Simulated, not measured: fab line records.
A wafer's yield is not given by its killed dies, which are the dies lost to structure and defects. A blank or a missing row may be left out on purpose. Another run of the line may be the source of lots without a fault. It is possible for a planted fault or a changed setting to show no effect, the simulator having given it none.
Split-lot experiment + flow gf180mcu + route with 602 steps; 5 lots, 23 wafers read

## THE SPLIT
At GF_CONTACT_CVD_00 (deposits SiO2, target thk 300 nm, time 50 s), the setting sih4-flow-sccm was moved away from the recipe's 60 sccm on 5 of the 23 wafers read, by -5.5% to +14.5%. This setting was run at the recipe's value on the other wafers.

No step appears in the file between the split and the reading.

## THE READING
CONTACT_CVD_00_THK at GF_CONTACT_THK_MEAS_01, in nm. On this fab line, fault-free wafers typically give 299 nm with a standard deviation of 3.1 nm.

| wafer  | tool, chamber at the split | sih4-flow-sccm as run, sccm | against the recipe | CONTACT_CVD_00_THK, nm | against lot-mates on the recipe |
|--------|----------------------------|-----------------------------|--------------------|------------------------|---------------------------------|
| L074.1 | hdpcvd-01, 0               | 60                          | recipe             | 301                    | -                               |
| L074.2 | hdpcvd-01, 2               | 60                          | recipe             | 296                    | -                               |
| L074.3 | hdpcvd-01, 1               | 60                          | recipe             | 294                    | -                               |
| L074.4 | hdpcvd-01, 0               | 60                          | recipe             | 298                    | -                               |
| L074.6 | hdpcvd-01, 2               | 60                          | recipe             | 296                    | -                               |
| L075.1 | hdpcvd-01, 0               | 60                          | recipe             | 304                    | -                               |
| L075.2 | hdpcvd-01, 1               | 60                          | recipe             | 297                    | -                               |
| L075.3 | hdpcvd-01, 2               | 60                          | recipe             | 297                    | -                               |
| L075.5 | hdpcvd-01, 2               | 68.69                       | +14.5%             | 343                    | +44                             |
| L075.6 | hdpcvd-01, 0               | 68.69                       | +14.5%             | 346                    | +47                             |
| L077.1 | hdpcvd-02, 2               | 60                          | recipe             | 299                    | -                               |
| L077.2 | hdpcvd-02, 1               | 60                          | recipe             | 303                    | -                               |
| L077.4 | hdpcvd-02, 1               | 60                          | recipe             | 301                    | -                               |
| L077.5 | hdpcvd-02, 0               | 60                          | recipe             | 301                    | -                               |
| L077.6 | hdpcvd-02, 2               | 60                          | recipe             | 299                    | -                               |
| L080.1 | hdpcvd-01, 1               | 60                          | recipe             | 300                    | -                               |
| L080.3 | hdpcvd-01, 0               | 60                          | recipe             | 301                    | -                               |
| L080.5 | hdpcvd-01, 1               | 60                          | recipe             | 298                    | -                               |
| L081.1 | hdpcvd-01, 2               | 60                          | recipe             | 295                    | -                               |
| L081.2 | hdpcvd-01, 1               | 56.7                        | -5.5%              | 281                    | -15                             |
| L081.3 | hdpcvd-01, 0               | 56.7                        | -5.5%              | 287                    | -9                              |
| L081.4 | hdpcvd-01, 2               | 60                          | recipe             | 297                    | -                               |
| L081.6 | hdpcvd-01, 1               | 56.7                        | -5.5%              | 281                    | -15                             |

THE FIT
A straight line over all 23 wafers: CONTACT_CVD_00_THK changes by +3.1 nm for each +1% of sih4-flow-sccm; r = +0.98; the points scatter about the line by 2.8 nm.
The same after taking each lot's own level away (the mean of its wafers on the recipe; 23 wafers): +2.97 nm for each +1%; r = +0.98; scatter 2.6 nm.
On that fit, the largest move of sih4-flow-sccm shifts the reading by 43 nm.
The lots' own levels span 296.0 to 300.6 nm, that is 1.5 times the standard deviation above.
Hence the lot-to-lot level has little effect on the slope; both slopes agree.
Check: with one of the wafers moved furthest among these (+14.5%) left out of the fit, the line predicts +43.6 nm for it against its lot-mates. It came out at +43.7 nm against them.

## THE OTHER SPLITS THESE WAFERS WENT THROUGH
Note: prior to the reading, these wafers also went through further splits. Each is held against what the fit with the lots' levels taken away leaves over:
| other split on the same wafers      | wafers away from the commonest value | r with CONTACT_CVD_00_THK (lot level and that fit taken away) |
|-------------------------------------|--------------------------------------|---------------------------------------------------------------|
| GF_POLY_GATE_OXIDATION_16 temp-c    | 15                                   | -0.09                                                         |
| GF_HV_LDD_DEVELOP_06 develop-time-s | 7                                    | +0.01                                                         |
| GF_HV_LDD_COAT_26 resist-thk-nm     | 9                                    | +0.01                                                         |
| GF_HV_LDD_IMPLANT_34 tilt-deg       | 6                                    | -0.17                                                         |
| GF_HV_LDD_COAT_41 spin-rpm          | 11                                   | -0.22                                                         |
| GF_HV_LDD_IMPLANT_48 energy-kev     | 9                                    | +0.12                                                         |
| GF_NSD_DEVELOP_06 dev-temp-c        | 7                                    | -0.41                                                         |
| GF_NSD_IMPLANT_10 dose-cm2          | 7                                    | +0.29                                                         |
| GF_PSD_SOFTBAKE_03 temp-c           | 7                                    | -0.04                                                         |

## THE WHOLE CHAIN: every reading that the file lists as answering this split, in the file's order
| step                   | what it does                                | reading                                                                        | change (the file's fit)              | r (the file's) |
|------------------------|---------------------------------------------|--------------------------------------------------------------------------------|--------------------------------------|----------------|
| GF_CONTACT_CVD_00      | deposits SiO2, target thk 300 nm, time 50 s | SiO2_of_CONTACT_CVD_00.thk-nm (the simulator's own value, which no gauge read) | +3.04 nm for each +1% of the setting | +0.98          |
| GF_CONTACT_THK_MEAS_01 |                                             | CONTACT_CVD_00_THK                                                             | +3.04 for each +1% of the setting    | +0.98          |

## THE FILE'S OWN FIT
CONTACT_CVD_00_THK changes by +3.04 nm for each +1% of sih4-flow-sccm, r = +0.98.
